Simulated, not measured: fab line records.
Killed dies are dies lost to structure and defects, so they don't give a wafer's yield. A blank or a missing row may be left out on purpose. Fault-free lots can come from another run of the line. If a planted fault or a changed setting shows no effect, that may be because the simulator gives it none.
Which tool was responsible? ; flow sky130 ; 30 wafers from 10 lots sampled at 5 of the route's 708 steps

== WHAT THE GAUGES READ, wafer by wafer ==
SKY_POLY_GATE_THK_MEAS_21. Usual: POLY_GATE_OXIDATION_THK 4.02 nm, standard deviation 0.084.
lot;measured;on;POLY_GATE_OXIDATION_THK (nm);flag
L778;day 19 06:50;filmMetro-01;4.09 4.06 4.03;
L781;day 20 04:09;filmMetro-02;4.10 4.14 4.08;
L784;day 21 00:47;filmMetro-03;4.02 3.88 4.02;
L786;day 22 01:35;filmMetro-01;4.04 3.95 3.84;
L788;day 23 07:47;filmMetro-02;4.01 4.11 4.08;
L790;day 23 19:06;filmMetro-02;4.09 4.10 4.05;
L789;day 24 01:25;filmMetro-03;3.98 3.97 3.99;
L791;day 23 23:16;filmMetro-01;4.09 4.04 4.16;
L793;day 24 14:28;filmMetro-01;4.11 4.11 4.11;
L794;day 25 02:43;filmMetro-01;3.92 4.03 3.97;

SKY_LDD_P_CD_MEAS_07: target cd 380 nm. Usual: cdNm reads 379.8 nm (standard deviation 2).
lot;measured;on;cdNm (nm);flag
L778;day 21 20:36;cdSem-01;375.5 377.3 372.9;
L781;day 22 19:18;cdSem-01;374.6 374.6 373.2;
L784;day 23 14:51;cdSem-02;379.4 378.4 377.7;
L786;day 24 15:24;cdSem-02;377.2 381.8 381.8;
L788;day 25 20:52;cdSem-02;378.4 376.5 376.0;
L790;day 26 08:28;cdSem-01;382.4 379.9 378.8;
L789;day 26 14:26;cdSem-02;379.8 380.2 379.3;
L791;day 26 11:46;cdSem-02;378.9 381.0 381.4;
L793;day 27 03:29;cdSem-01;376.8 376.8 380.8;
L794;day 27 14:53;cdSem-02;378.8 380.4 379.3;

== EACH LOT AND THE TOOL THAT RAN IT (in order: tool; ch and the chambers of the sampled wafers; start) ==
lot;SKY_NWELL_STRIP_25;SKY_POLY_GATE_ETCH_15;SKY_LDD_P_COAT_02
L778;plasmaAsher-03 ch 0,1, day 7 02:49;rieDiel-02 ch 0,1,3, day 19 05:13;lithoTrack-02 ch 0, day 21 05:30
L781;plasmaAsher-01 ch 0,1, day 7 19:25;rieDiel-03 ch 0,2,3, day 20 02:31;lithoTrack-02 ch 0, day 22 03:41
L784;plasmaAsher-01 ch 0,1, day 8 08:23;rieDiel-03 ch 2,3, day 20 23:10;lithoTrack-03 ch 0, day 22 23:36
L786;plasmaAsher-02 ch 0,1, day 9 03:01;rieDiel-02 ch 0,2,3, day 21 23:58;lithoTrack-03 ch 0, day 24 00:15
L788;plasmaAsher-02 ch 0,1, day 10 02:41;rieDiel-02 ch 0,1,3, day 23 06:07;lithoTrack-02 ch 0, day 25 06:44
L790;plasmaAsher-03 ch 0,1, day 10 09:05;rieDiel-03 ch 2,3, day 23 17:27;lithoTrack-02 ch 0, day 25 17:23
L789;plasmaAsher-01 ch 0,1, day 10 09:58;rieDiel-03 ch 0,1,3, day 23 23:46;lithoTrack-04 ch 0, day 25 22:59
L791;plasmaAsher-02 ch 0,1, day 10 14:56;rieDiel-04 ch 0,1, day 23 21:36;lithoTrack-04 ch 0, day 25 20:47
L793;plasmaAsher-02 ch 0,1, day 10 20:50;rieDiel-02 ch 1,2,3, day 24 12:48;lithoTrack-02 ch 0, day 26 13:14
L794;plasmaAsher-03 ch 0,1, day 11 10:42;rieDiel-04 ch 2,3, day 25 01:04;lithoTrack-04 ch 0, day 27 00:02
- SKY_NWELL_STRIP_25: strips in O2/N2.
- SKY_POLY_GATE_ETCH_15: etches BARC in N2/H2, stops on SiO2, time 118.5 s, target depth 110 nm.
- SKY_LDD_P_COAT_02: resist thk 1140 nm.

== AS READ BY THE TOOLS THEMSELVES (means over the sampled wafers that have a number; for cases with no such wafer, the mark the record gives instead) ==
SKY_NWELL_STRIP_25. Usual: chamberPressureMTorr 1500.1 mTorr, standard deviation 1.5; drypumpMotorCurrentA 5.54 A, standard deviation 0.23; oesProductAu 0.723 a.u., standard deviation 0.005; stripTimeToEndpointS 36.90 s, standard deviation 0.097.
lot;tool;chamberPressureMTorr (mTorr);drypumpMotorCurrentA (A);oesProductAu (a.u.);stripTimeToEndpointS (s);flag
L778;plasmaAsher-03;1500.1;5.77;0.721;36.98;
L781;plasmaAsher-01;1500.5;5.38;0.722;36.81;
L784;plasmaAsher-01;1500.7;5.31;0.728;36.93;
L786;plasmaAsher-02;1500.0;5.50;0.723;36.86;
L788;plasmaAsher-02;1500.1;5.49;0.724;37.01;
L790;plasmaAsher-03;1499.9;5.60;0.722;36.87;
L789;plasmaAsher-01;1500.5;5.41;0.724;36.89;
L791;plasmaAsher-02;1500.0;5.50;0.723;36.96;
L793;plasmaAsher-02;1500.2;5.51;0.723;36.90;
L794;plasmaAsher-03;1499.5;5.77;0.718;36.88;

SKY_POLY_GATE_ETCH_15. Usual: chamberPressureMTorr 29.998 mTorr, standard deviation 0.025; drypumpMotorCurrentA 5.4 A, standard deviation 0.32; oesProductAu 0.717 a.u., standard deviation 0.0044; rfFwdPowerW 496.6 W, standard deviation 1.5; throttleValvePct 13.213 %, standard deviation 0.0084.
lot;tool;chamberPressureMTorr (mTorr);drypumpMotorCurrentA (A);oesProductAu (a.u.);rfFwdPowerW (W);throttleValvePct (%);flag
L778;rieDiel-02;29.967;5.7;0.718;495.2;13.213;
L781;rieDiel-03;29.993;5.2;0.718;496.9;13.216;
L784;rieDiel-03;30.008;5.2;0.717;497.4;13.217;
L786;rieDiel-02;30.010;5.6;0.719;496.8;13.216;
L788;rieDiel-02;29.982;5.7;0.717;496.9;13.208;
L790;rieDiel-03;30.015;5.2;0.718;497.4;13.212;
L789;rieDiel-03;30.009;5.3;0.716;497.6;13.217;
L791;rieDiel-04;30.012;5.5;0.716;494.9;13.213;
L793;rieDiel-02;29.997;5.7;0.714;496.0;13.216;
L794;rieDiel-04;29.974;5.3;0.719;495.8;13.223;

SKY_LDD_P_COAT_02. Usual: exhaustPa 44.9 Pa, standard deviation 0.9; spinSpeedRpm 2999.8 rpm, standard deviation 1.8.
lot;tool;exhaustPa (Pa);spinSpeedRpm (rpm);flag
L778;lithoTrack-02;44.7;2556.2;OFF
L781;lithoTrack-02;44.8;2558.4;OFF
L784;lithoTrack-03;46.4;2999.2;
L786;lithoTrack-03;44.7;2998.7;
L788;lithoTrack-02;45.4;3001.8;
L790;lithoTrack-02;45.1;2998.5;
L789;lithoTrack-04;44.6;2997.9;
L791;lithoTrack-04;44.3;3001.3;
L793;lithoTrack-02;44.5;3000.3;
L794;lithoTrack-04;45.0;2998.9;

== THE ANSWER, worked out from the rows above alone ==
Rule: take the mean of a lot's wafers that have a number; if it is more than 3 standard deviations from the usual mean, the lot is off. A lot without any number at a reading at which 4 lots or more have one is off too. The other lots that the step has rows for count as sound. After the gauges, taken in route order, come the tools' own readings; for these a lot's mean is taken, as printed above. The first step at which some lot is off is used, and at that step the reading that is off furthest; a lot without a number counts as furthest.
Off: L778, L781 (SKY_LDD_P_COAT_02, spinSpeedRpm).
If a tool, at that step or one of the process steps before it, ran each lot that is off and ran no sound lot following the first of them, it fits. No candidate that was tried fits.

== WHAT THE SIMULATOR HAD INSERTED ==
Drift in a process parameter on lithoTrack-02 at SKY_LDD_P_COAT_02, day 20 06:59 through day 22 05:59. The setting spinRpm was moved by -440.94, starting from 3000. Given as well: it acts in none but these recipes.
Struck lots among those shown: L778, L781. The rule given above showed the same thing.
